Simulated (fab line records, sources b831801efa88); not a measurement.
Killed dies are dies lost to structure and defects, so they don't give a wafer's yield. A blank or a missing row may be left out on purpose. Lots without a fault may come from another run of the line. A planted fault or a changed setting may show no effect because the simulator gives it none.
Split-lot experiment | flow gf180mcu | 5 lots, 23 wafers read, on a route of 602 steps

THE SPLIT
At GF_MVSD_IMPLANT_08, the setting energy_kev was moved away from the recipe's 400 on 7 of the 23 wafers read, by -8.8% to +6.0%. The other wafers ran this setting at the recipe's value.

The reading is taken at the split's own step.

THE READING
implant.drp_nm (the simulator's own value, which no gauge read), in nm, at GF_MVSD_IMPLANT_08. The file gives no usual value for it.

wafer  | tool, chamber at the split | energy_kev as run | against the recipe | implant.drp_nm, nm | against lot-mates on the recipe
L076.1 | implanter-03, 0            | 400               | recipe             | 116.9              | -
L076.6 | implanter-03, 0            | 400               | recipe             | 116.9              | -
L076.2 | implanter-03, 0            | 364.8             | -8.8%              | 111.1              | -5.8
L076.3 | implanter-03, 0            | 364.8             | -8.8%              | 111.1              | -5.8
L076.5 | implanter-03, 0            | 364.8             | -8.8%              | 111.1              | -5.8
L078.1 | implanter-03, 0            | 400               | recipe             | 116.9              | -
L078.2 | implanter-03, 0            | 400               | recipe             | 116.9              | -
L078.6 | implanter-03, 0            | 400               | recipe             | 116.9              | -
L078.3 | implanter-03, 0            | 423.9             | +6.0%              | 120.3              | +3.4
L078.4 | implanter-03, 0            | 423.9             | +6.0%              | 120.3              | +3.4
L081.1 | implanter-01, 0            | 400               | recipe             | 116.9              | -
L081.3 | implanter-01, 0            | 400               | recipe             | 116.9              | -
L081.4 | implanter-01, 0            | 400               | recipe             | 116.9              | -
L081.2 | implanter-01, 0            | 373.8             | -6.6%              | 112.6              | -4.3
L081.6 | implanter-01, 0            | 373.8             | -6.6%              | 112.6              | -4.3
L080.1 | implanter-03, 0            | 400               | recipe             | 116.9              | -
L080.3 | implanter-03, 0            | 400               | recipe             | 116.9              | -
L080.5 | implanter-03, 0            | 400               | recipe             | 116.9              | -
L085.1 | implanter-04, 0            | 400               | recipe             | 116.9              | -
L085.2 | implanter-04, 0            | 400               | recipe             | 116.9              | -
L085.3 | implanter-04, 0            | 400               | recipe             | 116.9              | -
L085.5 | implanter-04, 0            | 400               | recipe             | 116.9              | -
L085.6 | implanter-04, 0            | 400               | recipe             | 116.9              | -

THE FIT
A straight line over all 23 wafers: implant.drp_nm changes by +0.637 nm for each +1% of energy_kev; r = +1.00; the points scatter about the line by 0.13 nm.
The same after taking each lot's own level away (the mean of its wafers on the recipe; 23 wafers): +0.637 nm for each +1%; r = +1.00; scatter 0.13 nm.
On that fit, the largest move of energy_kev shifts the reading by 5.6 nm.
The lots' own levels span 116.90 to 116.90 nm.
So the lot-to-lot level changes the slope little: the two slopes agree.
Check: with one of the wafers moved furthest among these (-8.8%) left out of the fit, the line predicts -5.64 nm for it against its lot-mates. It came out at -5.8 nm against them.

OTHER SPLITS ON THESE WAFERS
These wafers also went through other splits before the reading. Each is held against what the fit with the lots' levels taken away leaves over:
other split on the same wafers   | wafers away from the commonest value | r with implant.drp_nm (lot level and that fit taken away)
GF_STI_OXIDATION_01 temp_c       | 18                                   | -0.37
GF_DNWELL_COAT_02 resist_thk_nm  | 8                                    | +0.15
GF_LVPWELL_IMPLANT_08 energy_kev | 9                                    | -0.20

THE WHOLE CHAIN: every reading that the file lists as answering this split, in the file's order
step               | what it does | reading                                                         | change (the file's fit)               | r (the file's)
GF_MVSD_IMPLANT_08 |              | implant.rp_nm (the simulator's own value, which no gauge read)  | +4.46 nm for each +1% of the setting  | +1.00
GF_MVSD_IMPLANT_08 |              | implant.drp_nm (the simulator's own value, which no gauge read) | +0.636 nm for each +1% of the setting | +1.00

THE FILE'S OWN FIT
implant.drp_nm changes by +0.636 nm for each +1% of energy_kev, r = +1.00.
